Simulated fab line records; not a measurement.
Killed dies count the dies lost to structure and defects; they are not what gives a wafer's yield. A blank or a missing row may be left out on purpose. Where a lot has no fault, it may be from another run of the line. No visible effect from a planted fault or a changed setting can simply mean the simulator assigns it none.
fab line records | flow sky130
record lots=10 wafers=30 last-day=50
route steps=708 shown FIELD_ISO@15 PWDE@52 LI_CONTACT@365 CONTACT@423 PAD_OPEN@708
lots untouched by any fault: they come from a run of this same line in which no faults occurred
start-h: the number of hours between the record's first day and the start of the first shown wafer of the lot | wait-h: hours from the lot's prior step to this one | " repeats the value in the row above | L1.1+2: several wafers, shown together as one row | - either no value or no given start | * or withheld: withheld | < > ~ a bound
route shown NAME@n: NAME is a module with steps in the file, n the number in the route of the first one | usual: average and standard deviation across the fault-free wafers | same: alike in all rows | chamber/n: place in a boat | sites: the reading at each site | _std_site: how widely they spread, as a standard deviation | _edge_site: inner sites' mean taken away from outer sites' mean | radius-mm: for every site, how far away it sits from the centre of the wafer | mask NAME#n: copy n | behind: the most recent tool/chamber to have shaped the wafer | hold: reason for holding the lot/hours on hold/outcome of the hold | device: which transistor (n, p or np) failed to switch | end of line: the same wafers' tests at the end of the route | step lacking rows: just its recipe | killed: count of dies lost to structure and defects at first sort (not the wafer's yield) | map: dies across one wafer; x = killed, . = not, _ = none there
set.NAME: the setting that was run; set.NAME@STEP: the one run at that earlier step | model.NAME: the simulator's own value behind a step, which no gauge read
steps of the route over a sample of lots; a table a step, a row a wafer
services: a tool's chamber out of use, with start hour (start-h, from the record's first day; less than 0 if before it), hours out, and reason
## steps
# step SKY_FIELD_ISO_ETCH_14
# recipe chemistry=N2/H2 target=BARC ion-energy-ev=200 source-w=500 bias-w=100 pressure-mtorr=30 n2-flow-sccm=100 h2-flow-sccm=200 stop-on=SiO2 time-s=45.9 target-depth-a=600
# usual bias-w=100.00/0.28 chamber-pressure-mTorr=30.002/0.026 drypump-motor-current-A=5.4/0.39 oes-product-au=0.854/0.0052 throttle-valve-pct=13.225/0.0083
# columns lot.wafer tool chamber start-h wait-h bias-w chamber-pressure-mTorr drypump-motor-current-A oes-product-au rf-hours-counter-h throttle-valve-pct
L221.4 rie-diel-03 1 29.00 0.0 99.81 30.030 6.0 0.858 20 13.228
L221.5 " 0 " " 100.02 29.999 4.8 0.852 - 13.209
L221.6 " 3 " " 100.57 30.027 5.3 0.859 - 13.218
L222.4 rie-diel-02 2 34.40 0.0 99.86 30.019 5.3 0.854 3 13.221
L222.5 " 2 " " 100.09 29.998 5.3 0.855 - 13.222
L222.6 " 1 " " 100.35 30.020 6.0 0.862 - 13.236
L225.3 rie-diel-03 2 55.63 0.1 100.23 29.983 5.1 0.849 10 13.213
L225.4 " 0 " " 99.85 30.026 4.9 0.862 66 13.232
L225.6 " 2 " " 100.13 30.022 5.1 0.859 - 13.220
L227.1 rie-diel-02 3 64.30 0.1 99.83 29.999 5.5 0.847 98 13.211
L227.4 " 2 " " 99.77 29.947 5.3 0.863 3 13.232
L227.6 " 1 " " 99.75 29.943 6.0 0.852 - 13.228
L228.3 rie-diel-02 3 68.60 0.1 99.50 29.974 5.5 0.853 98 13.229
L228.4 " 2 " " 100.28 29.983 5.3 0.859 3 13.215
L228.6 " 0 " " 100.11 29.956 5.1 0.845 - 13.230
L229.3 rie-diel-03 1 70.96 0.1 100.48 29.990 5.9 0.857 20 13.225
L229.4 " 0 " " 99.62 30.006 4.9 0.856 66 13.238
L229.6 " 3 " " 100.11 30.021 5.3 0.854 - 13.223
L235.1 rie-diel-03 3 102.08 0.1 - - - - - -
L235.2 " 2 " " - - - - - -
L235.5 " 0 " " - - - - - -
L236.4 rie-diel-03 2 107.30 0.0 - - - - - -
L236.5 " 3 " " - - - - - -
L236.6 " 0 " " - - - - - -
L239.1 rie-diel-02 3 122.46 0.1 99.70 30.055 5.5 0.848 99 13.219
L239.5 " 3 " " 99.88 29.987 5.5 0.853 - 13.232
L239.6 " 2 " " 100.20 29.961 5.3 0.861 - 13.220
L240.1 rie-diel-01 3 129.53 0.1 99.71 30.017 5.9 0.850 143 13.212
L240.3 " 1 " " 99.59 29.961 5.1 0.859 28 13.231
L240.5 " 2 " " 99.85 30.041 5.8 0.854 - 13.224
# step SKY_FIELD_ISO_ETCH_15
# recipe chemistry=CHF3/O2 target-depth-nm=180 stop-on=Si source-w=600 bias-w=200 pressure-mtorr=40 chf3-flow-sccm=50 O2_flow_sccm=5 time-s=72
# usual O2_flow_sccm=5.000/0.015 bias-w=200.1/0.59 chf3-flow-sccm=49.99/0.16 drypump-motor-current-A=5.4/0.39 oes-product-au=0.945/0.0073 throttle-valve-pct=8.844/0.0099
# columns lot.wafer tool chamber start-h wait-h O2_flow_sccm bias-w chf3-flow-sccm drypump-motor-current-A oes-product-au rf-hours-counter-h throttle-valve-pct
L221.4 rie-diel-03 1 29.04 0.0 4.989 200.2 49.90 5.9 0.946 20 8.838
L221.5 " 0 " " 5.013 201.0 49.98 4.8 0.931 - 8.848
L221.6 " 3 " " 5.013 201.0 50.18 5.3 0.936 - 8.846
L222.4 rie-diel-02 2 34.44 0.0 4.991 200.0 50.01 5.3 0.942 3 8.842
L222.5 " 2 " " 5.009 199.2 50.05 5.3 0.945 - 8.834
L222.6 " 1 " " 5.006 199.9 49.94 6.0 0.948 - 8.866
L225.3 rie-diel-03 2 55.67 0.0 4.996 201.5 49.94 5.1 0.943 10 8.835
L225.4 " 0 " " 5.007 199.6 50.12 4.9 0.940 66 8.849
L225.6 " 2 " " 4.980 200.1 49.95 5.1 0.937 - 8.825
L227.1 rie-diel-02 3 64.34 0.0 4.997 199.6 50.21 5.6 0.951 98 8.835
L227.4 " 2 " " 4.962 199.9 50.03 5.3 0.949 3 8.818
L227.6 " 1 " " 4.990 199.6 49.99 6.0 0.939 - 8.848
L228.3 rie-diel-02 3 68.64 0.0 5.005 200.1 50.22 5.5 0.938 98 8.841
L228.4 " 2 " " 4.972 200.1 49.62 5.3 0.943 3 8.836
L228.6 " 0 " " 4.997 200.7 50.03 5.1 0.934 - 8.843
L229.3 rie-diel-03 1 71.00 0.0 4.994 200.2 49.87 5.9 0.954 20 8.833
L229.4 " 0 " " 5.023 199.5 50.01 4.8 0.950 66 8.847
L229.6 " 3 " " 5.010 201.1 49.86 5.3 0.948 - 8.842
L235.1 rie-diel-03 3 102.12 0.0 4.973 199.6 49.83 5.3 0.373 2 8.658
L235.2 " 2 " " 4.996 199.0 50.05 5.1 0.377 11 8.667
L235.5 " 0 " " 4.974 200.1 50.02 4.8 0.376 - 8.681
L236.4 rie-diel-03 2 107.34 0.0 4.991 199.7 50.10 5.1 0.381 11 8.681
L236.5 " 3 " " 5.007 200.9 49.83 5.3 0.368 - 8.676
L236.6 " 0 " " 4.971 200.4 50.20 4.8 0.374 - 8.678
L239.1 rie-diel-02 3 122.50 0.0 4.996 200.0 50.27 5.5 0.944 99 8.852
L239.5 " 3 " " 4.993 200.8 49.77 5.5 0.952 - 8.860
L239.6 " 2 " " 5.006 199.8 50.08 5.3 0.944 - 8.827
L240.1 rie-diel-01 3 129.57 0.0 5.018 199.9 49.68 5.9 0.956 143 8.846
L240.3 " 1 " " 5.011 199.7 50.09 5.1 0.952 28 8.855
L240.5 " 2 " " 4.997 201.0 50.06 5.8 0.952 - 8.854
# step SKY_FIELD_ISO_STRIP_16
# recipe chemistry=O2/N2 power-w=1400 pressure-mtorr=1500 platen-temp-c=withheld o2-flow-sccm=3000 n2-flow-sccm=300 overash-fraction=0.5
# usual drypump-motor-current-A=5.76/0.24 oes-product-au=0.378/0.0046 strip-time-to-endpoint-s=3.546/0.028
# columns lot.wafer tool chamber start-h wait-h drypump-motor-current-A oes-product-au rf-hours-counter-h strip-time-to-endpoint-s
L221.4 plasma-asher-01 1 29.13 0.1 5.88 0.379 - 3.570
L221.5 " 1 " " 5.87 0.380 - 3.528
L221.6 " 0 " " 5.60 0.375 - 3.598
L222.4 plasma-asher-01 0 34.53 0.1 5.60 0.381 - 3.604
L222.5 " 1 " " 5.85 0.376 - 3.564
L222.6 " 0 " " 5.59 0.371 - 3.558
L225.3 plasma-asher-04 0 55.76 0.1 5.59 0.372 - 3.547
L225.4 " 1 " " 6.07 0.379 - 3.523
L225.6 " 1 " " 6.08 0.385 - 3.540
L227.1 plasma-asher-03 1 64.40 0.0 5.44 0.371 38 3.505
L227.4 " 1 " " 5.43 0.377 - 3.518
L227.6 " 1 " " 5.43 0.370 - 3.525
L228.3 plasma-asher-04 1 68.73 0.1 6.08 0.378 - 3.527
L228.4 " 0 " " 5.56 0.372 - 3.562
L228.6 " 1 " " 6.10 0.378 - 3.574
L229.3 plasma-asher-04 1 71.09 0.1 6.10 0.376 - 3.532
L229.4 " 0 " " 5.56 0.377 - 3.505
L229.6 " 1 " " 6.13 0.380 - 3.541
L235.1 plasma-asher-04 0 102.17 0.0 5.56 0.399 39 4.006
L235.2 " 1 " " 6.08 0.399 39 3.955
L235.5 " 0 " " 5.54 0.393 - 3.975
L236.4 plasma-asher-03 1 107.43 0.1 5.45 0.395 - 3.946
L236.5 " 0 " " 6.13 0.406 - 3.975
L236.6 " 1 " " 5.45 0.401 - 3.947
L239.1 plasma-asher-03 0 122.56 0.0 6.13 0.388 44 3.541
L239.5 " 1 " " 5.43 0.379 - 3.565
L239.6 " 0 " " 6.14 0.381 - 3.584
L240.1 plasma-asher-01 0 129.62 0.0 5.60 0.383 32 3.545
L240.3 " 0 " " 5.60 0.379 - 3.582
L240.5 " 1 " " 5.88 0.377 - 3.539
# step SKY_PWDE_OVL_MEAS_07
# usual PWDE_OVL=-0.5/1.1
# columns lot.wafer tool chamber start-h wait-h PWDE_OVL[nm]
L221.4 overlay-02 - 74.15 - 1.3
L221.5 " - " " 0.1
L221.6 " - " " 1.7
L222.4 overlay-01 - 78.76 - -2.1
L222.5 " - " " -0.3
L222.6 " - " " -0.2
L225.3 overlay-02 - 98.49 - -0.6
L225.4 " - " " -0.2
L225.6 " - " " -0.3
L227.1 overlay-01 - 106.83 - 0.5
L227.4 " - " " -1.4
L227.6 " - " " -2.0
L228.3 overlay-02 - 110.65 - -0.4
L228.4 " - " " -0.9
L228.6 " - " " 0.3
L229.3 overlay-02 - 115.34 - -0.6
L229.4 " - " " -1.3
L229.6 " - " " -1.5
L239.1 overlay-02 - 172.29 - 0.9
L239.5 " - " " 0.3
L239.6 " - " " 1.1
L240.1 overlay-02 - 179.53 - 0.2
L240.3 " - " " -0.5
L240.5 " - " " 0.0
# step SKY_LI_CONTACT_BOW_MEAS_03
# recipe mode=bow
# usual LI_CONTACT_BOW=56/6.8
# columns lot.wafer tool chamber start-h wait-h LI_CONTACT_BOW[um]
L221.4 film-metro-02 - 647.59 0.3 57
L221.5 " - " " 59
L221.6 " - " " 57
L222.4 film-metro-04 - 657.82 0.2 51
L222.5 " - " " 52
L222.6 " - " " 67
L225.3 film-metro-02 - 688.95 0.2 58
L225.4 " - " " 60
L225.6 " - " " 67
L227.1 film-metro-03 - 699.76 0.1 52
L227.4 " - " " 44
L227.6 " - " " 50
L228.3 film-metro-03 - 706.53 0.2 41
L228.4 " - " " 37
L228.6 " - " " 51
L229.3 film-metro-02 - 726.65 0.2 59
L229.4 " - " " 69
L229.6 " - " " 56
L239.1 film-metro-04 - 800.32 0.1 45
L239.5 " - " " 61
L239.6 " - " " 55
L240.1 film-metro-02 - 804.91 0.2 63
L240.3 " - " " 51
L240.5 " - " " 57
# step SKY_CONTACT_ETCH_17
# recipe target=SiO2 chemistry=C4F8/O2/Ar stop-on=Si3N4 mask-material=KrF-thick source-w=1500 bias-w=1200 pressure-mtorr=40 c4f8-flow-sccm=withheld O2_flow_sccm=6 Ar_flow_sccm=300 time-s=withheld target-depth-a=3400
# usual bias-w=1200/3.3 chamber-pressure-mTorr=40.00/0.032 oes-product-au=0.892/0.005
# columns lot.wafer tool chamber start-h wait-h bias-w chamber-pressure-mTorr oes-product-au
L221.4 rie-diel-04 2 735.48 0.0 1197 39.99 0.884
L221.5 " 0 " " 1201 39.99 0.890
L221.6 " 3 " " 1201 39.98 0.890
L222.4 rie-diel-02 2 744.48 0.0 1197 39.95 0.894
L222.5 " 0 " " 1202 40.01 0.893
L222.6 " 1 " " 1201 40.00 0.892
L225.3 rie-diel-02 1 773.90 0.0 1203 39.95 0.890
L225.4 " 0 " " 1197 40.02 0.894
L225.6 " 2 " " 1195 40.00 0.885
L227.1 rie-diel-04 1 784.95 0.0 1196 40.01 0.897
L227.4 " 3 " " 1198 40.02 0.893
L227.6 " 2 " " 1202 40.05 0.888
L228.3 rie-diel-02 0 792.08 0.0 1203 39.97 0.903
L228.4 " 1 " " 1198 39.97 0.895
L228.6 " 2 " " 1194 40.06 0.905
L229.3 rie-diel-02 1 811.68 0.0 1200 40.05 0.889
L229.4 " 2 " " 1200 39.95 0.891
L229.6 " 1 " " 1202 40.06 0.895
L239.1 rie-diel-04 1 883.13 0.0 1204 40.02 0.890
L239.5 " 3 " " 1195 40.02 0.892
L239.6 " 2 " " 1202 40.05 0.892
L240.1 rie-diel-02 3 887.28 0.0 1200 39.93 0.895
L240.3 " 1 " " 1206 40.02 0.882
L240.5 " 3 " " 1198 39.98 0.895
# step SKY_PAD_OPEN_PROBE_99
# usual killed_at_M0_to_M3=43/6.4 killed_at_M4_up=3.1/2 killed-at-contacts=24/5.2 killed-at-front-end=15/4.3 killed-at-other=0.2/0.48 killed-dies=85/9.7 killed-on-rim=17/4.2 killed-open=47/6.9 killed-short=38/6.7
# same gross-dies=492 killed-at-back-side=0
# columns lot.wafer tool chamber start-h wait-h killed_at_M0_to_M3 killed_at_M4_up killed-at-contacts killed-at-front-end killed-at-other killed-dies killed-on-rim killed-open killed-short
L235.1 prober-02 - 1163.83 0.1 45 3 11 432 1 492 96 43 32
L235.2 prober-02 - 1163.88 0.1 47 0 24 421 0 492 96 49 35
L235.5 prober-02 - 1164.03 0.2 46 5 15 426 0 492 96 52 38
L236.4 prober-01 - 1165.69 0.2 61 2 26 402 1 492 96 54 53
L236.5 prober-01 - 1165.74 0.2 32 0 20 440 0 492 96 38 29
L236.6 prober-01 - 1165.79 0.2 45 4 24 419 0 492 96 60 32
# killed by level:class
L235.1 FIELD_ISO:area-etch=417 VIA2:geometric-particle:open=10 VIA3:geometric-particle:open=7 METAL2:geometric-particle:short=6 FIELD_ISO:geometric-particle:short=5 LI_CONTACT:geometric-particle:open=4 POLY_GATE:geometric-particle:open=4 SPACER:geometric-particle:open=4
L235.2 FIELD_ISO:area-etch=408 VIA1:geometric-particle:open=11 VIA2:geometric-particle:open=11 CONTACT:geometric-particle:open=8 METAL1:geometric-particle:short=7 LI_CONTACT:geometric-particle:open=6 FIELD_ISO:geometric-particle:open=4 LI_CONTACT:geometric-particle:short=4
L235.5 FIELD_ISO:area-etch=402 VIA2:geometric-particle:open=11 VIA3:geometric-particle:open=9 VIA1:geometric-particle:open=7 FIELD_ISO:geometric-particle:open=6 METAL1:geometric-particle:short=6 FIELD_ISO:geometric-particle:short=5 POLY_GATE:geometric-particle:open=4
L236.4 FIELD_ISO:area-etch=385 VIA3:geometric-particle:open=11 VIA1:geometric-particle:open=11 LOCAL_INTERCONNECT:geometric-particle:short=8 VIA3:geometric-particle:short=8 METAL3:geometric-particle:short=6 CONTACT:geometric-particle:short=6 FIELD_ISO:geometric-particle:open=5
L236.5 FIELD_ISO:area-etch=425 VIA1:geometric-particle:open=8 LI_CONTACT:geometric-particle:open=7 FIELD_ISO:geometric-particle:open=6 METAL2:geometric-particle:short=5 POLY_GATE:geometric-particle:short=4 LOCAL_INTERCONNECT:geometric-particle:short=4 CONTACT:geometric-particle:open=4
L236.6 FIELD_ISO:area-etch=400 VIA1:geometric-particle:open=14 CONTACT:geometric-particle:open=10 LI_CONTACT:geometric-particle:open=9 VIA2:geometric-particle:open=9 FIELD_ISO:geometric-particle:short=6 VIA3:geometric-particle:open=6 FIELD_ISO:geometric-particle:open=4
## services
# columns tool chamber start-h hours kind
rie-diel-03 3 17.72 3.1 repair
rie-diel-03 - 28.72 0.2 repair
rie-diel-03 - 29.39 0.2 repair
rie-diel-02 - 62.41 0.6 repair
rie-diel-02 0 73.30 9.3 repair
rie-diel-02 0 95.09 2.8 repair
rie-diel-03 3 118.18 7.9 repair
rie-diel-03 - 154.02 2.8 pm
rie-diel-03 - 273.49 28.1 pm
rie-diel-02 - 292.23 2.6 repair
rie-diel-02 3 321.36 4.5 repair
rie-diel-03 2 321.71 5.3 repair
rie-diel-03 2 336.38 14.3 repair
rie-diel-03 2 423.84 5.1 repair
rie-diel-02 3 475.15 8.9 repair
rie-diel-02 - 598.98 2.8 pm
rie-diel-02 - 618.63 2.6 repair
rie-diel-02 2 657.27 16.4 repair
rie-diel-03 3 664.73 7.0 repair
rie-diel-03 - 696.78 0.4 repair
rie-diel-02 - 710.49 0.4 repair
rie-diel-02 0 728.19 11.0 repair
rie-diel-02 1 755.70 6.8 repair
rie-diel-02 0 877.67 8.5 repair
## key
first-sign step=SKY_FIELD_ISO_ETCH_14 reading=tool-record direction=missing
effect step=SKY_FIELD_ISO_ETCH_15 reading=oes-product-au direction=down sigmas=78 usual=0.945 struck=0.375
effect step=SKY_FIELD_ISO_STRIP_16 reading=strip-time-to-endpoint-s direction=up sigmas=15 usual=* struck=*
effect step=SKY_PAD_OPEN_PROBE_99 reading=killed-at-front-end direction=up sigmas=95 usual=15 struck=423
more-kills-born-at SKY_FIELD_ISO_ETCH_14@rie-diel-03=2437
met-at SKY_FIELD_ISO_ETCH_14
struck-lots L235,L236
later-rows-left-out L235.1,L235.2,L235.5,L236.4,L236.5,L236.6
tester-left-out L235,L236
not-acting-at SKY_PWDE_OVL_MEAS_07,SKY_LI_CONTACT_BOW_MEAS_03,SKY_CONTACT_ETCH_17
onset-between 70.96 102.08
fault kind=skipped-step-whole tool=rie-diel-03 chamber=- onset-h=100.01 steps=SKY_FIELD_ISO_ETCH_14 scope=struck-lots-only
# tester-left-out: of these lots the tester's yield and bins aren't shown, on N5 and GAA mostly nor the transistor test; their killed dies are dies lost to structure and defects alone, not to doping, threshold or leakage, so they don't give the yield
# later-rows-left-out: the simulator's readings of these wafers behind a module that went badly wrong aren't trusted and aren't shown, but for the sort
